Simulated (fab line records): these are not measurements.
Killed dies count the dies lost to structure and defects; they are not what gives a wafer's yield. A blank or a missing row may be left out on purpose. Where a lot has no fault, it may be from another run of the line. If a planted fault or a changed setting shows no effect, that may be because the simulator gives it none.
Which tool did it? + flow gf180mcu + 24 lots with 72 wafers sampled at 5 steps, on a route of 602 steps

== WHAT THE GAUGES SHOWED, per wafer ==
GF_V2_CD_MEAS_14 targets a cd of 260 nm. Usual: cdNm at 259.9 nm, with a standard deviation of 1.2.
| lot  | measured     | on       | cdNm (nm)         | flag |
|------|--------------|----------|-------------------|------|
| L074 | day 20 11:19 | cdSem-02 | 257.3 258.5 257.1 |      |
| L075 | day 21 02:52 | cdSem-02 | 260.6 260.1 261.2 |      |
| L076 | day 21 03:16 | cdSem-02 | 259.1 260.0 261.0 |      |
| L078 | day 21 18:05 | cdSem-01 | 259.2 259.9 259.8 |      |
| L077 | day 21 22:47 | cdSem-01 | 259.6 259.4 260.4 |      |
| L079 | day 22 06:00 | cdSem-02 | 259.2 260.7 260.1 |      |
| L080 | day 22 15:44 | cdSem-01 | 261.2 260.2 259.5 |      |
| L081 | day 23 01:34 | cdSem-02 | 260.5 261.8 261.9 |      |
| L082 | day 23 02:33 | cdSem-01 | 258.6 259.7 259.4 |      |
| L083 | day 23 15:01 | cdSem-02 | 261.6 262.0 261.5 |      |
| L084 | day 23 23:43 | cdSem-01 | 260.7 259.1 260.3 |      |
| L085 | day 24 08:29 | cdSem-02 | 260.1 261.3 258.8 |      |
| L086 | day 24 16:04 | cdSem-01 | 261.3 261.3 262.6 |      |
| L087 | day 24 22:05 | cdSem-02 | 258.5 260.0 259.2 |      |
| L088 | day 25 08:58 | cdSem-01 | 260.3 261.7 260.3 |      |
| L089 | day 25 17:45 | cdSem-01 | 259.4 259.6 259.1 |      |
| L090 | day 25 22:10 | cdSem-02 | 259.1 259.5 259.4 |      |
| L091 | day 26 05:02 | cdSem-02 | 260.6 260.2 259.9 |      |
| L092 | day 26 14:20 | cdSem-01 | 259.3 258.8 259.5 |      |
| L093 | day 26 21:31 | cdSem-02 | 259.2 259.9 259.3 |      |
| L094 | day 27 00:13 | cdSem-01 | 259.5 259.5 259.7 |      |
| L095 | day 27 06:25 | cdSem-02 | 259.5 260.4 258.8 |      |
| L096 | day 27 14:41 | cdSem-01 | 261.3 261.6 260.2 |      |
| L097 | day 27 23:22 | cdSem-02 | 258.8 258.1 257.3 |      |

GF_M4_OVL_MEAS_15. Usual: for M4_OVL the level is 0 nm and the standard deviation is 5.4.
| lot  | measured     | on         | M4_OVL (nm) | flag |
|------|--------------|------------|-------------|------|
| L074 | day 23 14:11 | overlay-01 | -5 -1 -6    |      |
| L075 | day 24 05:06 | overlay-01 | 5 -3 3      |      |
| L076 | day 24 05:27 | overlay-01 | 4 0 4       |      |
| L078 | day 24 18:20 | overlay-01 | 6 -2 7      |      |
| L077 | day 24 23:29 | overlay-01 | 6 3 4       |      |
| L079 | day 25 05:26 | overlay-01 | 0 -2 -8     |      |
| L080 | day 25 14:14 | overlay-02 | -4 -10 -4   |      |
| L081 | day 26 00:32 | overlay-02 | -3 2 -6     |      |
| L082 | day 26 01:17 | overlay-01 | 2 2 5       |      |
| L083 | day 26 12:36 | overlay-02 | 1 4 -7      |      |
| L084 | day 26 19:51 | overlay-02 | 4 7 7       |      |
| L085 | day 27 05:08 | overlay-01 | -7 -2 -9    |      |
| L086 | day 27 11:08 | overlay-01 | -4 2 1      |      |
| L087 | day 27 16:25 | overlay-01 | 0 2 2       |      |
| L088 | day 28 02:32 | overlay-01 | -12 -9 1    |      |
| L089 | day 28 11:20 | overlay-01 | 2 -1 3      |      |
| L090 | day 28 15:58 | overlay-01 | 2 -9 2      |      |
| L091 | day 28 22:06 | overlay-02 | -2 -15 -7   |      |
| L092 | day 29 07:07 | overlay-01 | 0 0 8       |      |
| L093 | day 29 13:50 | overlay-01 | 10 2 7      |      |
| L094 | day 29 16:04 | overlay-01 | 2 12 6      |      |
| L095 | day 29 21:53 | overlay-02 | 2 3 -2      |      |
| L096 | day 30 06:14 | overlay-02 | 4 1 1       |      |
| L097 | day 30 13:35 | overlay-02 | -9 1 0      |      |

== TOOL THAT RAN EACH LOT (tool first, then ch and the chambers of the sampled wafers, then the start) ==
| lot  | GF_CONTACT_ETCH_16                | GF_M2_SPUTTER_02            | GF_V2_CMP_04                  |
|------|-----------------------------------|-----------------------------|-------------------------------|
| L074 | rieDiel-02 ch 0,1, day 16 08:16   | pvdSputter-04, day 18 10:03 | cmp-01 ch 1,2, day 19 10:47   |
| L075 | rieDiel-03 ch 0,1,3, day 16 18:46 | pvdSputter-01, day 19 02:07 | cmp-01 ch 0,2,3, day 20 03:05 |
| L076 | rieDiel-01 ch 0,2,3, day 16 22:58 | pvdSputter-04, day 19 02:18 | cmp-02 ch 1,2,3, day 20 03:19 |
| L078 | rieDiel-02 ch 0,2, day 17 13:23   | pvdSputter-01, day 19 16:26 | cmp-01 ch 0,1,2, day 20 17:31 |
| L077 | rieDiel-03 ch 0,1, day 17 16:04   | pvdSputter-04, day 19 20:37 | cmp-02 ch 1,2, day 20 21:45   |
| L079 | rieDiel-01 ch 0,2,3, day 18 00:08 | pvdSputter-04, day 20 04:12 | cmp-02 ch 0,1,3, day 21 05:20 |
| L080 | rieDiel-02 ch 0,2, day 18 08:49   | pvdSputter-01, day 20 14:43 | cmp-02 ch 0,1,2, day 21 16:29 |
| L081 | rieDiel-02 ch 0,1,3, day 18 19:28 | pvdSputter-03, day 21 00:48 | cmp-01 ch 1,2,3, day 22 02:05 |
| L082 | rieDiel-01 ch 2,3, day 18 21:01   | pvdSputter-01, day 21 01:45 | cmp-01 ch 2,3, day 22 02:51   |
| L083 | rieDiel-02 ch 0,2, day 19 09:59   | pvdSputter-01, day 21 15:09 | cmp-01 ch 0,2, day 22 16:05   |
| L084 | rieDiel-02 ch 0,2, day 19 20:16   | pvdSputter-01, day 22 00:45 | cmp-02 ch 0,2,3, day 23 00:56 |
| L085 | rieDiel-02 ch 1,2, day 20 05:10   | pvdSputter-01, day 22 09:12 | cmp-02 ch 1,2, day 23 09:23   |
| L086 | rieDiel-02 ch 1,2, day 20 14:32   | pvdSputter-01, day 22 18:02 | cmp-02 ch 1,2, day 23 17:44   |
| L087 | rieDiel-02 ch 1,2,3, day 20 19:46 | pvdSputter-01, day 23 00:06 | cmp-02 ch 1,2, day 24 00:08   |
| L088 | rieDiel-02 ch 0,1,3, day 21 08:20 | pvdSputter-03, day 23 11:19 | cmp-01 ch 1,2,3, day 24 11:08 |
| L089 | rieDiel-03 ch 1,2,3, day 21 18:52 | pvdSputter-01, day 23 20:26 | cmp-01 ch 1,2,3, day 24 20:07 |
| L090 | rieDiel-01 ch 0,1,3, day 22 00:01 | pvdSputter-03, day 24 02:06 | cmp-01 ch 0,2,3, day 25 00:48 |
| L091 | rieDiel-01 ch 2,3, day 22 07:58   | pvdSputter-01, day 24 10:09 | cmp-02 ch 2,3, day 25 08:13   |
| L092 | rieDiel-01 ch 0,2,3, day 22 17:28 | pvdSputter-04, day 24 18:25 | cmp-01 ch 1,2, day 25 16:49   |
| L093 | rieDiel-03 ch 0,2,3, day 23 01:53 | pvdSputter-04, day 25 02:29 | cmp-01 ch 0,2,3, day 26 00:40 |
| L094 | rieDiel-01 ch 1,2,3, day 23 04:31 | pvdSputter-03, day 25 05:34 | cmp-02 ch 0,2,3, day 26 03:16 |
| L095 | rieDiel-02 ch 2,3, day 23 11:25   | pvdSputter-03, day 25 12:09 | cmp-02 ch 0,1,3, day 26 09:58 |
| L096 | rieDiel-02 ch 0,1,3, day 23 20:41 | pvdSputter-01, day 25 20:14 | cmp-01 ch 0,1,2, day 26 18:14 |
| L097 | rieDiel-03 ch 0,2,3, day 24 06:10 | pvdSputter-04, day 26 05:27 | cmp-01 ch 0,1,3, day 27 03:40 |
- GF_CONTACT_ETCH_16: etches BARC in N2/H2.
- GF_M2_SPUTTER_02: material AlCu, target thk 450 nm, time 23.9 s.
- GF_V2_CMP_04: polishes SiO2.

== AS READ BY THE TOOLS THEMSELVES (means over the sampled wafers that have a number; for cases with no such wafer, the mark the record gives instead) ==
GF_CONTACT_ETCH_16. Usual: drypumpMotorCurrentA 6.0 A, standard deviation 0.61; oesProductAu 0.856 a.u., standard deviation 0.0048; throttleValvePct 13.226 %, standard deviation 0.0082.
| lot  | tool       | drypumpMotorCurrentA (A) | oesProductAu (a.u.) | throttleValvePct (%) | flag |
|------|------------|--------------------------|---------------------|----------------------|------|
| L074 | rieDiel-02 | 6.3                      | 0.856               | 13.225               |      |
| L075 | rieDiel-03 | 5.3                      | 0.858               | 13.231               |      |
| L076 | rieDiel-01 | 5.8                      | 0.853               | 13.220               |      |
| L078 | rieDiel-02 | 6.2                      | 0.846               | 13.222               |      |
| L077 | rieDiel-03 | 5.2                      | 0.852               | 13.226               |      |
| L079 | rieDiel-01 | 5.8                      | 0.863               | 13.232               |      |
| L080 | rieDiel-02 | 6.3                      | 0.852               | 13.226               |      |
| L081 | rieDiel-02 | 6.3                      | 0.858               | 13.222               |      |
| L082 | rieDiel-01 | 5.3                      | 0.854               | 13.230               |      |
| L083 | rieDiel-02 | 6.1                      | 0.852               | 13.223               |      |
| L084 | rieDiel-02 | 6.3                      | 0.854               | 13.217               |      |
| L085 | rieDiel-02 | 6.4                      | 0.859               | 13.219               |      |
| L086 | rieDiel-02 | 6.4                      | 0.857               | 13.232               |      |
| L087 | rieDiel-02 | 6.5                      | 0.859               | 13.218               |      |
| L088 | rieDiel-02 | 6.3                      | 0.859               | 13.222               |      |
| L089 | rieDiel-03 | 5.5                      | 0.858               | 13.223               |      |
| L090 | rieDiel-01 | 6.2                      | 0.853               | 13.226               |      |
| L091 | rieDiel-01 | 5.5                      | 0.856               | 13.231               |      |
| L092 | rieDiel-01 | 5.8                      | 0.856               | 13.237               |      |
| L093 | rieDiel-03 | 5.0                      | 0.855               | 13.221               |      |
| L094 | rieDiel-01 | 5.7                      | 0.858               | 13.218               |      |
| L095 | rieDiel-02 | 6.5                      | 0.854               | 13.227               |      |
| L096 | rieDiel-02 | 6.3                      | 0.854               | 13.229               |      |
| L097 | rieDiel-03 | 5.0                      | 0.860               | 13.223               |      |

GF_M2_SPUTTER_02. Usual: throttleValvePct at 30.0 %, with a standard deviation of 0.88.
| lot  | tool          | throttleValvePct (%) | flag |
|------|---------------|----------------------|------|
| L074 | pvdSputter-04 | 29.5                 |      |
| L075 | pvdSputter-01 | 29.6                 |      |
| L076 | pvdSputter-04 | 29.9                 |      |
| L078 | pvdSputter-01 | 30.4                 |      |
| L077 | pvdSputter-04 | 29.9                 |      |
| L079 | pvdSputter-04 | 29.9                 |      |
| L080 | pvdSputter-01 | 30.3                 |      |
| L081 | pvdSputter-03 | 30.3                 |      |
| L082 | pvdSputter-01 | 30.3                 |      |
| L083 | pvdSputter-01 | 29.9                 |      |
| L084 | pvdSputter-01 | 30.5                 |      |
| L085 | pvdSputter-01 | 29.8                 |      |
| L086 | pvdSputter-01 | 30.0                 |      |
| L087 | pvdSputter-01 | 30.4                 |      |
| L088 | pvdSputter-03 | 29.9                 |      |
| L089 | pvdSputter-01 | 29.9                 |      |
| L090 | pvdSputter-03 | 30.4                 |      |
| L091 | pvdSputter-01 | 30.2                 |      |
| L092 | pvdSputter-04 | 30.7                 |      |
| L093 | pvdSputter-04 | 29.7                 |      |
| L094 | pvdSputter-03 | 30.4                 |      |
| L095 | pvdSputter-03 | 30.2                 |      |
| L096 | pvdSputter-01 | 29.9                 |      |
| L097 | pvdSputter-04 | 29.2                 |      |

GF_V2_CMP_04. Usual: motorCurrentA 12.7 A, standard deviation 1.6; retainingRingPressureFrac 1.001, standard deviation 0.0043; timeToEndpointS 82 s, standard deviation 5.8.
| lot  | tool   | motorCurrentA (A) | retainingRingPressureFrac | timeToEndpointS (s) | flag |
|------|--------|-------------------|---------------------------|---------------------|------|
| L074 | cmp-01 | 13.0              | 1.003                     | 75                  |      |
| L075 | cmp-01 | 12.7              | 0.998                     | 78                  |      |
| L076 | cmp-02 | 12.9              | 1.000                     | 84                  |      |
| L078 | cmp-01 | 13.3              | 0.999                     | 82                  |      |
| L077 | cmp-02 | 12.3              | 1.001                     | 81                  |      |
| L079 | cmp-02 | 12.0              | 1.000                     | 78                  |      |
| L080 | cmp-02 | 11.3              | 1.003                     | 75                  |      |
| L081 | cmp-01 | 14.0              | 1.001                     | 81                  |      |
| L082 | cmp-01 | 13.5              | 1.001                     | 80                  |      |
| L083 | cmp-01 | 12.2              | 0.998                     | 84                  |      |
| L084 | cmp-02 | 11.5              | 0.999                     | 78                  |      |
| L085 | cmp-02 | 12.4              | 0.997                     | 78                  |      |
| L086 | cmp-02 | 12.5              | 1.003                     | 77                  |      |
| L087 | cmp-02 | 11.9              | 1.008                     | 81                  |      |
| L088 | cmp-01 | 13.8              | 0.999                     | 84                  |      |
| L089 | cmp-01 | 13.7              | 1.004                     | 86                  |      |
| L090 | cmp-01 | 13.1              | 1.001                     | 84                  |      |
| L091 | cmp-02 | 12.5              | 1.000                     | 81                  |      |
| L092 | cmp-01 | 14.5              | 1.005                     | 93                  |      |
| L093 | cmp-01 | 12.7              | 0.999                     | 81                  |      |
| L094 | cmp-02 | 11.3              | 0.999                     | 81                  |      |
| L095 | cmp-02 | 11.8              | 1.000                     | 82                  |      |
| L096 | cmp-01 | 13.1              | 0.999                     | 83                  |      |
| L097 | cmp-01 | 14.3              | 1.004                     | 88                  |      |

== THE ANSWER, worked out from the rows above alone ==
Rule: take the mean of a lot's wafers that have a number; if it is more than 3 standard deviations from the usual mean, the lot is off. Also off: a lot with no number at a reading for which 4 or more lots have one. All remaining lots with rows at the step are treated as sound. The gauges are gone through in route order, then the tools' own readings, and for those a lot's mean is taken as printed above. The first step at which some lot is off is used, and at that step the reading that is off furthest; a lot without a number counts as furthest.
No lot is off on any of the readings shown, so nothing can be concluded from this.

== WHAT WAS PUT IN BY THE SIMULATOR ==
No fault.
